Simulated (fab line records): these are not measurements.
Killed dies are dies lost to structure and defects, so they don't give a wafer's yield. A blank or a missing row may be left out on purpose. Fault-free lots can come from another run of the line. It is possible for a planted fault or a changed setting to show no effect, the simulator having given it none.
8D (eight disciplines) problem report, filled in by code ; flow gf180mcu ; the parts of the form that need people (team, actions taken, sign-off) are left out

== 1. WHAT IS WRONG ==
Wafers without a fault read 0.991 a.u. with a standard deviation of 0.0052, while oes-product-au at GF_M5_METAL_ETCH_10 averages 0.879 a.u. across 2 wafers of 1 lot. That is -21 standard deviations from the usual mean.
The step: etches the open film in Cl2/BCl3, stops on SiO2, target depth 750.8 nm, time 125.1 s.
Earliest sighting: wafer L605.1 on rie-metal-03 at day 31 22:49. The record has a number at this step for 15 wafers belonging to 5 lots. Rule for "out" (also "out of limits"): further than 4 standard deviations from the usual mean. All remaining wafers that have a number are taken as sound.

== 2. WHAT IT IS, AND WHAT IT ISN'T ==
question;is;is not
which readings at this step;oes-product-au, throttle-valve-pct;drypump-motor-current-A
which lots;L605;L594, L595, L609, L610
which wafers of those lots;L605.1, L605.4;L605.5
read on which tools;rie-metal-03;rie-metal-01
when;from day 31 22:49;"up to then (7 sound wafers); but 6 sound wafers of L609, L610 came after"

== 3. THE SUSPECTS, EACH WITH WHAT RULES IT OUT ==
Counting: any tool at a process step up to the reading remains a suspect provided it ran every lot that is out. Sound lots after the first of them don't rule it out here, since some wafers of a struck lot are sound.
- rie-diel-01 at GF_M5_ETCH_09 (etches Si3N4 in CF4/O2, target depth 52 nm, time 11.6 s): kept. It ran the lot that is out, L605 (day 31 22:47).
- rie-metal-03 at GF_M5_METAL_ETCH_10 (etches the open film in Cl2/BCl3, stops on SiO2, target depth 750.8 nm, time 125.1 s): kept. It ran the lot that is out, L605 (day 31 22:49); its last sound lot up to then is L594 (day 28 11:40). Out on those wafers are its own readings of oes-product-au, throttle-valve-pct.
- Within rie-diel-01 at GF_M5_ETCH_09: the wafers that are out ran in chambers 1, 3; their sound lot-mates ran in chamber 2.
Left after counting: rie-diel-01 at GF_M5_ETCH_09, rie-metal-03 at GF_M5_METAL_ETCH_10.

== 4. THE CAUSE (what the simulator had put in) ==
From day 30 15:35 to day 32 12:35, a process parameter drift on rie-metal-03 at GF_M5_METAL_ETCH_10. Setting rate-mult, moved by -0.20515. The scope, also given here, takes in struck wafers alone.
After counting, 2 suspects remain, this tool included.

== 5. THE EFFECT CHAIN, in route order ==
One row per reading whose mean, taken over the struck wafers that have a number, lies over 3 standard deviations from the usual. Only readings for which the record gives a usual standard deviation are gone through. hours: the time from each lot's start at the first step in this table that gives one to its start at this step, as a median over the lots. sigmas: the change in usual standard deviations.
hours;step;reading;usual;on struck wafers;change;sigmas
0;GF_M5_METAL_ETCH_10;oes-product-au;0.991 a.u.;0.879;-0.112;-21
0;GF_M5_METAL_ETCH_10;throttle-valve-pct;28.228 %;28.348;+0.119;+11
0;GF_M5_STRIP_11;oes-product-au;0.524 a.u.;0.546;+0.022;+4.4
0;GF_M5_STRIP_11;strip-time-to-endpoint-s;7.05 s;7.62;+0.57;+11
The process steps in it:
- GF_M5_METAL_ETCH_10: etches the open film in Cl2/BCl3, stops on SiO2, target depth 750.8 nm, time 125.1 s.
- GF_M5_STRIP_11: strips in O2/N2.

== 6. WHAT WOULD HAVE CAUGHT IT SOONER ==
31 hours passed between the start of the fault at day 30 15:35 and the first reading out of limits in this record, taken at day 31 22:49.
